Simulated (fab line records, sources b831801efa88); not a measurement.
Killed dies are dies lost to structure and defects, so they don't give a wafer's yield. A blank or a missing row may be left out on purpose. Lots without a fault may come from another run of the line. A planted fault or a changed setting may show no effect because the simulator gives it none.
One fault seen from 2 desks | flow sky130 | each desk has only its own numbers; what lay behind them comes last

THE METROLOGY DESK
What the gauges read, lot by lot, whatever tool the lot ran on: means of the sampled wafers that have a number. A lot is out of limits, marked OUT, if its mean lies more than 4 standard deviations from the usual mean; the brackets give that distance.
Columns: A = VT_ADJUST_NCORE_TW at SKY_VT_ADJUST_NCORE_TW_MEAS_11, usual 219.5; B = VT_ADJUST_HVTR_OVL at SKY_VT_ADJUST_HVTR_OVL_MEAS_08, usual -0.2 nm; C = GATE_OXIDE_OXIDATION_00_THK at SKY_GATE_OXIDE_THK_MEAS_02, usual 10.29 nm
lot  | first seen here | A     | B    | C
L691 | day 8 05:41     | 217.6 | -1.3 | 10.25
L692 | day 8 17:23     | 220.7 | -0.4 | 10.25
L700 | day 11 04:26    | 220.3 | -0.3 | 9.72
L702 | day 11 18:58    | 219.1 | -1.8 | 9.59
L703 | day 12 01:56    | 220.3 | -0.8 | 10.12
L709 | day 13 18:19    | 219.4 | -0.3 | 10.48
L710 | day 14 06:17    | 219.5 | -0.3 | 10.18
L711 | day 14 12:19    | 220.0 | -1.6 | 10.27
L712 | day 14 18:26    | 219.9 | -1.2 | 10.60
L713 | day 15 07:11    | 219.2 | 0.7  | 10.45
L714 | day 15 09:24    | 219.8 | 0.4  | 10.46
This desk's finding: nothing out of limits on any of the 11 lots.

THE TOOL OWNER'S DESK: furnace-02
The tool's own readings at SKY_GATE_OXIDE_OXIDATION_01 (stabilise 600 s, purge 300 s, target thk 10.268 nm): means of the sampled wafers that have a number, for each lot that ran on this tool. A lot is out of limits, marked OUT, if its mean lies more than 4 standard deviations from the usual mean; the brackets give that distance.
Columns: A = spike_tc_centre_C at SKY_GATE_OXIDE_OXIDATION_01, usual 899.7 C; B = spike_tc_lower_C at SKY_GATE_OXIDE_OXIDATION_01, usual 901.3 C; C = spike_tc_top_C at SKY_GATE_OXIDE_OXIDATION_01, usual 910.3 C; D = spike_tc_upper_C at SKY_GATE_OXIDE_OXIDATION_01, usual 900.9 C; E = tube_center_temp_C at SKY_GATE_OXIDE_OXIDATION_01, usual 900 C; F = tube_center_temp_C_max at SKY_GATE_OXIDE_OXIDATION_01, usual 902.4; G = zone_power_bottom_pct at SKY_GATE_OXIDE_OXIDATION_01, usual 25.3 %
lot  | first seen here | A                | B                | C                | D                | E             | F               | G
L692 | day 12 19:04    | 900.0            | 901.3            | 908.4            | 899.6            | 900           | 902.8           | 24.4
L700 | day 15 17:17    | 893.9 (-6.0) OUT | 895.3 (-6.0) OUT | 903.3 (-4.4) OUT | 894.9 (-5.0) OUT | 895 (-61) OUT | 897.1 (-12) OUT | 24.0
L702 | day 16 08:59    | 893.4 (-6.6) OUT | 894.9 (-6.4) OUT | 903.8 (-4.1) OUT | 895.1 (-4.8) OUT | 894 (-62) OUT | 896.7 (-13) OUT | 24.1
L710 | day 19 07:00    | 899.6            | 901.7            | 908.1            | 900.6            | 900           | 902.2           | 24.3
L711 | day 19 18:16    | 900.2            | 901.0            | 908.6            | 901.0            | 900           | 902.2           | 24.3
L714 | day 20 14:59    | 899.3            | 900.7            | 908.9            | 901.2            | 900           | 902.4           | 24.2
This desk's finding: out of limits on L700, L702; first on L700, day 15 17:17 (spike_tc_centre_C at SKY_GATE_OXIDE_OXIDATION_01). In limits: L692, L710, L711, L714.

PUT TOGETHER
The tool owner's desk could have raised an alarm at day 15 17:17, on L700, L702.
The metrology desk saw nothing out of limits.
The metrology desk has L700, L702 on record, within its limits.
Of the lots named, all ran SKY_GATE_OXIDE_OXIDATION_01 on furnace-02.

WHAT THE SIMULATOR HAD PUT IN
Process parameter drift: furnace-02, from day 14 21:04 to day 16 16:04, at SKY_GATE_OXIDE_OXIDATION_01. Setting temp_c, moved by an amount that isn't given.
Lots struck among those shown: L700, L702.
Hours from the fault's start to each desk's first reading out of limits: the tool owner's desk, 20.
